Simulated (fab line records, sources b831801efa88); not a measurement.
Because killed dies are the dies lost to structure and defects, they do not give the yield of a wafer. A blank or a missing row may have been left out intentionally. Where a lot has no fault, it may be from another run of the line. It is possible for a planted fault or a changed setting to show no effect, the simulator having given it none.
A struck lot beside a sound one + flow gf180mcu + 15 out of 602 route steps
Sound: these wafers, L961.2, L961.3, L961.5. Struck: wafers L970.1, L970.4, L970.5. The cause is named last.
Per side, at each step with rows, come the tool, then ch with its chambers, and then its first start. Under that, the readings that differ: sound wafers + struck wafers + difference of the means + sigmas: that difference in standard deviations of wafers without a fault.
alike: same words and numbers on both sides, and readings whose means sit less than 2 such deviations apart. not compared: any withheld reading, any reading some wafer has no value for, any bound like >300 that may hide the same value, and any number with overlapping values for which the record gives no deviation.
A row with sigmas, a row that says differs or no value, or rows on one side alone: a step with any of these is where the two part. Numbers that have no deviation but don't overlap get no sigmas and don't part them. A reading that every wafer of one side lacks parts them only if that side has two wafers or more.

first, 7 steps without rows for these wafers: GF_STI_DEHYDRATE_05 (time 60 s); GF_STI_HMDS_06 (prime time 60 s); GF_STI_COAT_07 (resist thk 700 nm); GF_STI_SOFTBAKE_08 (time 60 s); GF_STI_EXPOSE_09 (exposes mask COMP, target cd 220 nm); GF_STI_PEB_10 (peb time 90 s); GF_STI_DEVELOP_11 (develop time 60 s).
GF_STI_CD_MEAS_12: the cd target is 220 nm.
  struck on cdSem-02, day 4 20:19; sound on cdSem-01, day 3 02:06
  alike: cdNm
GF_STI_ETCH_13: etches the open film in CHF3/O2, stops on Si, target depth 282.31 nm, time 112.9 s.
  sound on rieDiel-02 ch 0,1,2, day 3 02:12; struck on rieDiel-02 ch 0,1,3, day 4 20:26
| reading             | sound             | struck            | difference | sigmas |
|---------------------|-------------------|-------------------|------------|--------|
| oesProductAu (a.u.) | 0.818 0.832 0.833 | 0.841 0.843 0.836 | +0.012     | +2     |
  alike: chf3FlowSccm, drypumpMotorCurrentA, throttleValvePct
  not compared: rfHoursCounterH
GF_STI_ETCH_14: etches Si in HBr/Cl2/O2, target depth 360 nm, time 102.9 s.
  sound on rieSi-01 ch 1,3, day 3 02:17; struck on rieSi-01 ch 0,1, day 4 20:31
  alike: drypumpMotorCurrentA, oesProductAu, throttleValvePct
  not compared: rfHoursCounterH
GF_STI_STRIP_15: strips in O2/N2.
  sound on plasmaAsher-04 ch 0,1, day 3 02:22; struck on plasmaAsher-02 ch 0,1, day 4 20:35
  alike: drypumpMotorCurrentA, heaterPowerW, oesProductAu, stripTimeToEndpointS
  not compared: rfHoursCounterH
then, 1 step without rows for these wafers: GF_STI_CLEAN_16 (cleans in dHF, time 25 s).
GF_STI_WET_ETCH_17: etches Si3N4 in H3PO4, target depth 45 nm, time 514 s.
  sound on wetBench-03 ch 2, day 3 02:28; struck on wetBench-01 ch 3, day 4 20:43
| reading            | sound                | struck               | difference | sigmas |
|--------------------|----------------------|----------------------|------------|--------|
| bathGuardTempC (C) | 159.8 159.5 159.8    | 160.6 160.9 161.3    | +1.2       | +2     |
| tempC (C)          | 160.12 159.87 160.18 | 160.95 161.31 161.16 | +1.08      | +7     |
then, 1 step without rows for these wafers: GF_STI_CLEAN_18 (cleans in SC1/SC2, time 150 s).
-- the record jumps here: 28 days lie between the struck wafers' starts before and after (it left off in module STI and takes up again in module PASSIVATION, whose first step shown is number 602 of the route) --
GF_PASSIVATION_PROBE_99:
  only the struck wafers here have rows in the record (prober-01, day 32 20:55); the sound ones have none

WHERE THEY PART
At GF_STI_ETCH_13 first; at GF_PASSIVATION_PROBE_99 last (within this record only).

WHY: what had been put in by the simulator
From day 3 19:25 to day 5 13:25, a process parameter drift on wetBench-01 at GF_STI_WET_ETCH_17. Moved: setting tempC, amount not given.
